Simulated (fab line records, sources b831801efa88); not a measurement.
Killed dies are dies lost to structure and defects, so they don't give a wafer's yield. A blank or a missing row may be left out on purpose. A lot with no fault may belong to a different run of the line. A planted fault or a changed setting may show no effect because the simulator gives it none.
What tool caused it? :: flow sky130 :: 24 lots with 72 wafers sampled at 5 steps, on a route of 708 steps

## WHAT THE GAUGES SHOWED, per wafer
SKY_NWELL_OVL_MEAS_10. Usual: NWELL_00_OVL -0.1 nm, standard deviation 1.3.
lot: L074
measured: day 4 17:28
on: overlay-02
NWELL_00_OVL (nm): -0.1 0.8 -0.2
flag: 

lot: L075
measured: day 4 18:11
on: overlay-02
NWELL_00_OVL (nm): 1.0 0.4 -1.5
flag: 

lot: L076
measured: day 4 23:36
on: overlay-01
NWELL_00_OVL (nm): 0.7 1.7 1.4
flag: 

lot: L077
measured: day 5 05:49
on: overlay-02
NWELL_00_OVL (nm): -1.5 0.0 -1.2
flag: 

lot: L078
measured: day 5 12:23
on: overlay-01
NWELL_00_OVL (nm): -1.4 -1.4 -1.8
flag: 

lot: L079
measured: day 5 15:17
on: overlay-02
NWELL_00_OVL (nm): 0.6 -1.5 1.4
flag: 

lot: L080
measured: day 5 22:34
on: overlay-02
NWELL_00_OVL (nm): -1.0 1.0 0.9
flag: 

lot: L081
measured: day 6 07:50
on: overlay-01
NWELL_00_OVL (nm): -2.0 -1.2 -1.6
flag: 

lot: L082
measured: day 6 18:31
on: overlay-02
NWELL_00_OVL (nm): 2.3 -0.1 0.1
flag: 

lot: L084
measured: day 6 19:59
on: overlay-02
NWELL_00_OVL (nm): 0.3 -0.7 -0.1
flag: 

lot: L083
measured: day 6 21:19
on: overlay-02
NWELL_00_OVL (nm): 1.4 -0.1 1.3
flag: 

lot: L085
measured: day 7 02:28
on: overlay-02
NWELL_00_OVL (nm): -2.3 -0.5 1.2
flag: 

lot: L086
measured: day 7 11:53
on: overlay-02
NWELL_00_OVL (nm): 1.2 1.7 1.4
flag: 

lot: L087
measured: day 7 17:40
on: overlay-02
NWELL_00_OVL (nm): -1.2 1.0 -0.3
flag: 

lot: L088
measured: day 8 04:05
on: overlay-02
NWELL_00_OVL (nm): 0.6 -0.7 -1.5
flag: 

lot: L089
measured: day 8 07:56
on: overlay-02
NWELL_00_OVL (nm): 0.9 1.7 0.4
flag: 

lot: L090
measured: day 8 13:28
on: overlay-02
NWELL_00_OVL (nm): 2.3 1.3 1.4
flag: 

lot: L091
measured: day 8 17:29
on: overlay-02
NWELL_00_OVL (nm): 3.0 1.2 1.4
flag: 

lot: L092
measured: day 8 23:56
on: overlay-02
NWELL_00_OVL (nm): 0.3 -1.1 -1.7
flag: 

lot: L093
measured: day 9 05:49
on: overlay-02
NWELL_00_OVL (nm): -0.2 0.5 0.1
flag: 

lot: L094
measured: day 9 16:58
on: overlay-02
NWELL_00_OVL (nm): -0.7 -1.6 0.9
flag: 

lot: L095
measured: day 9 22:35
on: overlay-02
NWELL_00_OVL (nm): -0.8 -0.6 0.0
flag: 

lot: L096
measured: day 10 02:02
on: overlay-02
NWELL_00_OVL (nm): -0.8 -2.0 -1.3
flag: 

lot: L097
measured: day 10 03:44
on: overlay-02
NWELL_00_OVL (nm): 0.8 0.2 1.6
flag: 

SKY_LI_CONTACT_OVL_MEAS_13. Usual: LI_CONTACT_OVL -3 nm, standard deviation 5.9.
lot: L074
measured: day 29 06:09
on: overlay-01
LI_CONTACT_OVL (nm): -9 -3 -3
flag: 

lot: L075
measured: day 29 09:49
on: overlay-01
LI_CONTACT_OVL (nm): 0 -2 0
flag: 

lot: L076
measured: day 30 09:44
on: overlay-02
LI_CONTACT_OVL (nm): -7 -4 -13
flag: 

lot: L077
measured: day 30 10:50
on: overlay-02
LI_CONTACT_OVL (nm): 3 2 6
flag: 

lot: L078
measured: day 30 12:07
on: overlay-01
LI_CONTACT_OVL (nm): -12 -15 -10
flag: 

lot: L079
measured: day 30 11:05
on: overlay-02
LI_CONTACT_OVL (nm): 13 -6 1
flag: 

lot: L080
measured: day 31 14:11
on: overlay-02
LI_CONTACT_OVL (nm): -4 0 3
flag: 

lot: L081
measured: day 31 19:02
on: overlay-02
LI_CONTACT_OVL (nm): -6 -11 -5
flag: 

lot: L082
measured: day 32 03:24
on: overlay-01
LI_CONTACT_OVL (nm): -8 -2 -5
flag: 

lot: L084
measured: day 32 17:07
on: overlay-02
LI_CONTACT_OVL (nm): -1 -4 -9
flag: 

lot: L083
measured: day 32 03:56
on: overlay-02
LI_CONTACT_OVL (nm): -1 -4 0
flag: 

lot: L085
measured: day 32 05:48
on: overlay-01
LI_CONTACT_OVL (nm): -5 -1 3
flag: 

lot: L086
measured: day 33 11:19
on: overlay-02
LI_CONTACT_OVL (nm): 2 -11 1
flag: 

lot: L087
measured: day 33 17:41
on: overlay-01
LI_CONTACT_OVL (nm): -2 -4 -1
flag: 

lot: L088
measured: day 34 10:05
on: overlay-02
LI_CONTACT_OVL (nm): -5 1 4
flag: 

lot: L089
measured: day 34 15:01
on: overlay-01
LI_CONTACT_OVL (nm): 3 1 3
flag: 

lot: L090
measured: day 34 14:35
on: overlay-01
LI_CONTACT_OVL (nm): 2 -3 1
flag: 

lot: L091
measured: day 34 18:07
on: overlay-02
LI_CONTACT_OVL (nm): -12 -9 -13
flag: 

lot: L092
measured: day 34 21:25
on: overlay-01
LI_CONTACT_OVL (nm): -5 0 3
flag: 

lot: L093
measured: day 35 23:48
on: overlay-02
LI_CONTACT_OVL (nm): -4 -10 -4
flag: 

lot: L094
measured: day 36 04:02
on: overlay-02
LI_CONTACT_OVL (nm): 0 -5 -7
flag: 

lot: L095
measured: day 36 05:28
on: overlay-01
LI_CONTACT_OVL (nm): -1 -3 -6
flag: 

lot: L096
measured: day 36 08:58
on: overlay-01
LI_CONTACT_OVL (nm): 17 6 8
flag: 

lot: L097
measured: day 36 10:13
on: overlay-02
LI_CONTACT_OVL (nm): 4 -3 -3
flag: 

SKY_VIA2_RS_MEAS_22: uses a four-point probe to measure. Usual: VIA2_W_RS 0.268 ohm/sq, standard deviation 0.0069.
lot: L074
measured: day 36 11:23
on: film_metro-04
VIA2_W_RS (ohm/sq): 0.274 0.278 0.277
flag: 

lot: L075
measured: day 36 12:57
on: film_metro-01
VIA2_W_RS (ohm/sq): 0.273 0.263 0.272
flag: 

lot: L076
measured: day 37 07:16
on: film_metro-02
VIA2_W_RS (ohm/sq): 0.258 0.272 0.258
flag: 

lot: L077
measured: day 37 09:31
on: film_metro-02
VIA2_W_RS (ohm/sq): 0.272 0.272 0.262
flag: 

lot: L078
measured: day 37 15:38
on: film_metro-04
VIA2_W_RS (ohm/sq): 0.266 0.259 0.270
flag: 

lot: L079
measured: day 37 10:29
on: film_metro-04
VIA2_W_RS (ohm/sq): 0.275 0.270 0.258
flag: 

lot: L080
measured: day 38 13:40
on: film_metro-02
VIA2_W_RS (ohm/sq): 0.263 0.274 0.275
flag: 

lot: L081
measured: day 38 19:58
on: film_metro-04
VIA2_W_RS (ohm/sq): 0.276 0.264 0.262
flag: 

lot: L082
measured: day 38 23:39
on: film_metro-02
VIA2_W_RS (ohm/sq): 0.272 0.270 0.260
flag: 

lot: L084
measured: day 39 13:53
on: film_metro-02
VIA2_W_RS (ohm/sq): 0.258 0.276 0.262
flag: 

lot: L083
measured: day 39 00:07
on: film_metro-02
VIA2_W_RS (ohm/sq): 0.276 0.263 0.274
flag: 

lot: L085
measured: day 39 00:25
on: film_metro-01
VIA2_W_RS (ohm/sq): 0.261 0.271 0.262
flag: 

lot: L086
measured: day 40 04:58
on: film_metro-04
VIA2_W_RS (ohm/sq): 0.257 0.271 0.260
flag: 

lot: L087
measured: day 40 13:15
on: film_metro-01
VIA2_W_RS (ohm/sq): 0.274 0.274 0.274
flag: 

lot: L088
measured: day 41 02:46
on: film_metro-01
VIA2_W_RS (ohm/sq): 0.271 0.261 0.273
flag: 

lot: L089
measured: day 41 08:16
on: film_metro-04
VIA2_W_RS (ohm/sq): 0.270 0.259 0.271
flag: 

lot: L090
measured: day 41 06:19
on: film_metro-02
VIA2_W_RS (ohm/sq): 0.271 0.256 0.270
flag: 

lot: L091
measured: day 41 12:31
on: film_metro-02
VIA2_W_RS (ohm/sq): 0.266 0.267 0.256
flag: 

lot: L092
measured: day 41 13:37
on: film_metro-02
VIA2_W_RS (ohm/sq): 0.277 0.275 0.278
flag: 

lot: L093
measured: day 42 14:33
on: film_metro-01
VIA2_W_RS (ohm/sq): 0.266 0.264 0.275
flag: 

lot: L094
measured: day 42 17:55
on: film_metro-02
VIA2_W_RS (ohm/sq): 0.272 0.274 0.273
flag: 

lot: L095
measured: day 42 17:16
on: film_metro-02
VIA2_W_RS (ohm/sq): 0.276 0.278 0.277
flag: 

lot: L096
measured: day 42 22:53
on: film_metro-04
VIA2_W_RS (ohm/sq): 0.279 0.278 0.277
flag: 

lot: L097
measured: day 43 00:27
on: film_metro-01
VIA2_W_RS (ohm/sq): 0.263 0.261 0.262
flag: 

## WHAT TOOL EACH LOT RAN ON (gives the tool, then ch and the chambers of the sampled wafers, and finally the start)
lot: L074
SKY_LI_CONTACT_SPUTTER_20: pvd_sputter-01, day 29 06:41
SKY_METAL2_SPUTTER_03: pvd_sputter-02, day 34 03:26

lot: L075
SKY_LI_CONTACT_SPUTTER_20: pvd_sputter-04, day 29 10:20
SKY_METAL2_SPUTTER_03: pvd_sputter-04, day 34 04:46

lot: L076
SKY_LI_CONTACT_SPUTTER_20: pvd_sputter-04, day 30 10:19
SKY_METAL2_SPUTTER_03: pvd_sputter-03, day 34 23:10

lot: L077
SKY_LI_CONTACT_SPUTTER_20: pvd_sputter-04, day 30 11:59
SKY_METAL2_SPUTTER_03: pvd_sputter-04, day 35 02:31

lot: L078
SKY_LI_CONTACT_SPUTTER_20: pvd_sputter-01, day 30 13:13
SKY_METAL2_SPUTTER_03: pvd_sputter-04, day 35 08:20

lot: L079
SKY_LI_CONTACT_SPUTTER_20: pvd_sputter-01, day 30 11:59
SKY_METAL2_SPUTTER_03: pvd_sputter-02, day 35 03:08

lot: L080
SKY_LI_CONTACT_SPUTTER_20: pvd_sputter-04, day 31 14:47
SKY_METAL2_SPUTTER_03: pvd_sputter-03, day 36 08:43

lot: L081
SKY_LI_CONTACT_SPUTTER_20: pvd_sputter-04, day 31 19:34
SKY_METAL2_SPUTTER_03: pvd_sputter-03, day 36 13:37

lot: L082
SKY_LI_CONTACT_SPUTTER_20: pvd_sputter-01, day 32 03:57
SKY_METAL2_SPUTTER_03: pvd_sputter-04, day 36 19:49

lot: L084
SKY_LI_CONTACT_SPUTTER_20: pvd_sputter-01, day 32 17:38
SKY_METAL2_SPUTTER_03: pvd_sputter-04, day 37 09:28

lot: L083
SKY_LI_CONTACT_SPUTTER_20: pvd_sputter-04, day 32 04:31
SKY_METAL2_SPUTTER_03: pvd_sputter-02, day 36 20:28

lot: L085
SKY_LI_CONTACT_SPUTTER_20: pvd_sputter-01, day 32 06:32
SKY_METAL2_SPUTTER_03: pvd_sputter-04, day 36 21:22

lot: L086
SKY_LI_CONTACT_SPUTTER_20: pvd_sputter-01, day 33 11:50
SKY_METAL2_SPUTTER_03: pvd_sputter-02, day 38 03:06

lot: L087
SKY_LI_CONTACT_SPUTTER_20: pvd_sputter-04, day 33 18:14
SKY_METAL2_SPUTTER_03: pvd_sputter-02, day 38 09:34

lot: L088
SKY_LI_CONTACT_SPUTTER_20: pvd_sputter-01, day 34 10:37
SKY_METAL2_SPUTTER_03: pvd_sputter-02, day 38 22:37

lot: L089
SKY_LI_CONTACT_SPUTTER_20: pvd_sputter-03, day 34 15:32
SKY_METAL2_SPUTTER_03: pvd_sputter-03, day 39 04:10

lot: L090
SKY_LI_CONTACT_SPUTTER_20: pvd_sputter-04, day 34 15:07
SKY_METAL2_SPUTTER_03: pvd_sputter-03, day 39 02:14

lot: L091
SKY_LI_CONTACT_SPUTTER_20: pvd_sputter-01, day 34 18:37
SKY_METAL2_SPUTTER_03: pvd_sputter-02, day 39 08:04

lot: L092
SKY_LI_CONTACT_SPUTTER_20: pvd_sputter-04, day 34 21:56
SKY_METAL2_SPUTTER_03: pvd_sputter-02, day 39 11:13

lot: L093
SKY_LI_CONTACT_SPUTTER_20: pvd_sputter-01, day 36 00:20
SKY_METAL2_SPUTTER_03: pvd_sputter-03, day 40 12:19

lot: L094
SKY_LI_CONTACT_SPUTTER_20: pvd_sputter-01, day 36 04:35
SKY_METAL2_SPUTTER_03: pvd_sputter-04, day 40 16:10

lot: L095
SKY_LI_CONTACT_SPUTTER_20: pvd_sputter-01, day 36 05:59
SKY_METAL2_SPUTTER_03: pvd_sputter-03, day 40 15:52

lot: L096
SKY_LI_CONTACT_SPUTTER_20: pvd_sputter-04, day 36 09:29
SKY_METAL2_SPUTTER_03: pvd_sputter-04, day 40 20:10

lot: L097
SKY_LI_CONTACT_SPUTTER_20: pvd_sputter-04, day 36 10:45
SKY_METAL2_SPUTTER_03: pvd_sputter-03, day 40 22:14
- SKY_LI_CONTACT_SPUTTER_20: material TiN, target thk 20 nm, time 80 s.
- SKY_METAL2_SPUTTER_03: material Ti, target thk 5 nm, time 3.3 s.

## AS READ BY THE TOOLS THEMSELVES (means over the sampled wafers that have a number; for cases with no such wafer, the mark the record gives instead)
SKY_LI_CONTACT_SPUTTER_20. Usual: throttle_valve_pct at 29.8 %, with a standard deviation of 1.3.
lot: L074
tool: pvd_sputter-01
throttle_valve_pct (%): 29.4
flag: 

lot: L075
tool: pvd_sputter-04
throttle_valve_pct (%): 29.3
flag: 

lot: L076
tool: pvd_sputter-04
throttle_valve_pct (%): 29.0
flag: 

lot: L077
tool: pvd_sputter-04
throttle_valve_pct (%): 29.1
flag: 

lot: L078
tool: pvd_sputter-01
throttle_valve_pct (%): 28.9
flag: 

lot: L079
tool: pvd_sputter-01
throttle_valve_pct (%): 28.8
flag: 

lot: L080
tool: pvd_sputter-04
throttle_valve_pct (%): 29.7
flag: 

lot: L081
tool: pvd_sputter-04
throttle_valve_pct (%): 29.6
flag: 

lot: L082
tool: pvd_sputter-01
throttle_valve_pct (%): 29.9
flag: 

lot: L084
tool: pvd_sputter-01
throttle_valve_pct (%): 27.9
flag: 

lot: L083
tool: pvd_sputter-04
throttle_valve_pct (%): 29.9
flag: 

lot: L085
tool: pvd_sputter-01
throttle_valve_pct (%): 28.3
flag: 

lot: L086
tool: pvd_sputter-01
throttle_valve_pct (%): 30.9
flag: 

lot: L087
tool: pvd_sputter-04
throttle_valve_pct (%): 29.9
flag: 

lot: L088
tool: pvd_sputter-01
throttle_valve_pct (%): 31.0
flag: 

lot: L089
tool: pvd_sputter-03
throttle_valve_pct (%): 30.4
flag: 

lot: L090
tool: pvd_sputter-04
throttle_valve_pct (%): 29.3
flag: 

lot: L091
tool: pvd_sputter-01
throttle_valve_pct (%): 29.3
flag: 

lot: L092
tool: pvd_sputter-04
throttle_valve_pct (%): 29.7
flag: 

lot: L093
tool: pvd_sputter-01
throttle_valve_pct (%): 30.3
flag: 

lot: L094
tool: pvd_sputter-01
throttle_valve_pct (%): 30.8
flag: 

lot: L095
tool: pvd_sputter-01
throttle_valve_pct (%): 29.8
flag: 

lot: L096
tool: pvd_sputter-04
throttle_valve_pct (%): 29.2
flag: 

lot: L097
tool: pvd_sputter-04
throttle_valve_pct (%): 29.9
flag: 

SKY_METAL2_SPUTTER_03. Usual: throttle_valve_pct at 30.2 %, with a standard deviation of 0.72.
lot: L074
tool: pvd_sputter-02
throttle_valve_pct (%): 30.3
flag: 

lot: L075
tool: pvd_sputter-04
throttle_valve_pct (%): 29.3
flag: 

lot: L076
tool: pvd_sputter-03
throttle_valve_pct (%): 30.6
flag: 

lot: L077
tool: pvd_sputter-04
throttle_valve_pct (%): 29.4
flag: 

lot: L078
tool: pvd_sputter-04
throttle_valve_pct (%): 29.1
flag: 

lot: L079
tool: pvd_sputter-02
throttle_valve_pct (%): 30.5
flag: 

lot: L080
tool: pvd_sputter-03
throttle_valve_pct (%): 31.0
flag: 

lot: L081
tool: pvd_sputter-03
throttle_valve_pct (%): 30.6
flag: 

lot: L082
tool: pvd_sputter-04
throttle_valve_pct (%): 29.9
flag: 

lot: L084
tool: pvd_sputter-04
throttle_valve_pct (%): 29.7
flag: 

lot: L083
tool: pvd_sputter-02
throttle_valve_pct (%): 30.7
flag: 

lot: L085
tool: pvd_sputter-04
throttle_valve_pct (%): 29.2
flag: 

lot: L086
tool: pvd_sputter-02
throttle_valve_pct (%): 30.2
flag: 

lot: L087
tool: pvd_sputter-02
throttle_valve_pct (%): 30.8
flag: 

lot: L088
tool: pvd_sputter-02
throttle_valve_pct (%): 30.5
flag: 

lot: L089
tool: pvd_sputter-03
throttle_valve_pct (%): 30.8
flag: 

lot: L090
tool: pvd_sputter-03
throttle_valve_pct (%): 30.4
flag: 

lot: L091
tool: pvd_sputter-02
throttle_valve_pct (%): 30.4
flag: 

lot: L092
tool: pvd_sputter-02
throttle_valve_pct (%): 30.1
flag: 

lot: L093
tool: pvd_sputter-03
throttle_valve_pct (%): 30.4
flag: 

lot: L094
tool: pvd_sputter-04
throttle_valve_pct (%): 29.6
flag: 

lot: L095
tool: pvd_sputter-03
throttle_valve_pct (%): 30.1
flag: 

lot: L096
tool: pvd_sputter-04
throttle_valve_pct (%): 29.6
flag: 

lot: L097
tool: pvd_sputter-03
throttle_valve_pct (%): 30.7
flag: 

## THE ANSWER, worked out from the rows above alone
Rule: a lot counts as off when the mean over its wafers that have a number is more than 3 standard deviations away from the usual mean. A lot without any number at a reading at which 4 lots or more have one is off too. Any other lot the step has rows for is counted as sound. The gauges are gone through in route order, then the tools' own readings, and for those a lot's mean is taken as printed above. At the first step where some lot is off, the reading lying furthest off is the one used; lots without a number count as furthest.
None of the lots is off at any reading shown; this tells nothing.

## WHAT THE SIMULATOR HAD INSERTED
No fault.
